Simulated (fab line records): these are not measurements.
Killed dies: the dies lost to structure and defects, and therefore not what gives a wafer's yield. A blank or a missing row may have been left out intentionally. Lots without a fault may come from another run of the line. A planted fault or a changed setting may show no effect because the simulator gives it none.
A struck lot beside a sound one ; flow sfq_line ; 18 steps out of a route of 325
Sound: wafers L340.2, L340.3, L340.4. Struck: wafers L344.2, L344.3, L344.5. The cause is named last.
Order at every step that has rows: each side's tool, ch and its chambers, its first start. Under that, the readings that differ: sound wafers ; struck wafers ; difference of the means ; sigmas: that difference in standard deviations of wafers without a fault.
alike: words and numbers the same on both sides, and readings whose means are apart by under 2 such deviations; not compared: readings that were withheld, readings missing a value for some wafer, numbers with overlapping values and no deviation given by the record, and bounds like >300 which may hide the same value.
The two part at a step that has a row with sigmas, a row that says differs or no value, or rows on one side only. Non-overlapping numbers with no deviation appear without sigmas and do not part them. A reading that every wafer of one side lacks parts them only if that side has two wafers or more.

SFQ_TRILAYER_M3_BARC_OPEN_METAL_ETCH_100: etches BARC in O2, target depth 125 nm, time 41.7 s.
  sound on rie_metal-03 ch 0,1, day 50 20:38; struck on rie_metal-04 ch 1, day 51 19:23
  alike: drypump_motor_current_A, oes_product_au
  not compared: rf_hours_counter_h
SFQ_TRILAYER_M3_ETCH_METAL_ETCH_078: etches Nb in Cl2/Ar, stops on SiO2, target depth 240 nm, time 120 s.
  sound on rie_metal-03 ch 0,1, day 50 20:41; struck on rie_metal-04 ch 1, day 51 19:27
  alike: drypump_motor_current_A, oes_product_au
  not compared: rf_hours_counter_h
SFQ_TRILAYER_M3_STRIP_STRIP_079: strips in O2.
  sound on rie_metal-03 ch 0,1, day 50 20:49; struck on rie_metal-04 ch 1, day 51 19:34
  alike: drypump_motor_current_A, oes_product_au
  not compared: rf_hours_counter_h
then, 2 steps without rows for these wafers: SFQ_TRILAYER_M3_STRIP_SOLV_CLEAN_080 (cleans in NMP, time 600 s); SFQ_TRILAYER_I3_DEP_PECVD_081 (deposits SiO2 from SiH4/N2O, time 111.11 s, target thk 500 nm).
SFQ_TRILAYER_I3_CMP_CMP_082: polishes SiO2.
  sound on cmp-01 ch 1,2,3, day 51 02:19; struck on cmp-02 ch 0,2,3, day 52 02:47
  alike: edge_zone_pressure_frac, motor_current_A, retaining_ring_pressure_frac, slurry_filter_dp_kPa, slurry_flow_ml_min, time_to_endpoint_s
SFQ_I3_BOW_MEAS_922:
  sound: film_metro-04 at day 51 05:20; struck: film_metro-04 at day 52 05:18
  alike: I3_BOW
then, 5 steps without rows for these wafers: SFQ_TRILAYER_I3_METRO_MEASURE_083; SFQ_TRILAYER_I3_VIA_LITHO_COAT_090 (resist thk 62 nm); SFQ_TRILAYER_I3_VIA_LITHO_COAT_085 (resist thk 650 nm); SFQ_TRILAYER_I3_VIA_LITHO_SOFTBAKE_089; SFQ_TRILAYER_I3_VIA_LITHO_EXPOSE_086 (exposes mask I3, target cd 500 nm).
-- the record jumps here: 6 days lie between the struck wafers' starts before and after --
SFQ_TRILAYER_I3_VIA_LITHO_PEB_088: peb time 60 s.
  sound on litho_track-04 ch 0, day 57 01:12; struck on litho_track-03 ch 0, day 58 06:00
  alike: resist_line_temp_C
then, 1 step without rows for these wafers: SFQ_TRILAYER_I3_VIA_LITHO_DEVELOP_087 (time 60 s).
SFQ_I3_OVL_MEAS_923:
  sound: overlay-02 at day 57 01:29; struck: overlay-01 at day 58 06:17
  alike: I3_OVL
SFQ_TRILAYER_I3_VIA_BARC_OPEN_VIA_ETCH_121: etches BARC in O2, target depth 125 nm, time 41.7 s.
  sound on rie_diel-04 ch 1,2,3, day 57 01:31; struck on rie_diel-03 ch 2,3, day 58 06:19
reading;sound;struck;difference;sigmas
model.I3.cd_nm (nm);499.9 498.2 497.1;506 503.8 505;+7;
  alike: drypump_motor_current_A, oes_product_au
  not compared: rf_hours_counter_h
SFQ_TRILAYER_I3_VIA_ETCH_VIA_ETCH_088: etches SiO2 in CHF3, stops on Nb, target depth 260 nm.
  sound on rie_diel-04 ch 1,2,3, day 57 01:33; struck on rie_diel-03 ch 2,3, day 58 06:21
reading;sound;struck;difference;sigmas
model.I3.cd_nm (nm);499.9 498.1 497.2;507 506.1 506.4;+8;
  alike: drypump_motor_current_A, oes_product_au
SFQ_TRILAYER_I3_VIA_STRIP_STRIP_089: strips in O2.
  sound on rie_metal-04 ch 0, day 57 01:52; struck on rie_metal-02 ch 0, day 58 06:40
reading;sound;struck;difference;sigmas
drypump_motor_current_A (A);6.7 6.7 6.7;5.6 5.6 5.6;-1.1;-3
  alike: oes_product_au
  not compared: rf_hours_counter_h

## WHERE THEY PART
Within this record, at SFQ_TRILAYER_I3_VIA_STRIP_STRIP_089 only.

WHY: whatever the simulator had introduced
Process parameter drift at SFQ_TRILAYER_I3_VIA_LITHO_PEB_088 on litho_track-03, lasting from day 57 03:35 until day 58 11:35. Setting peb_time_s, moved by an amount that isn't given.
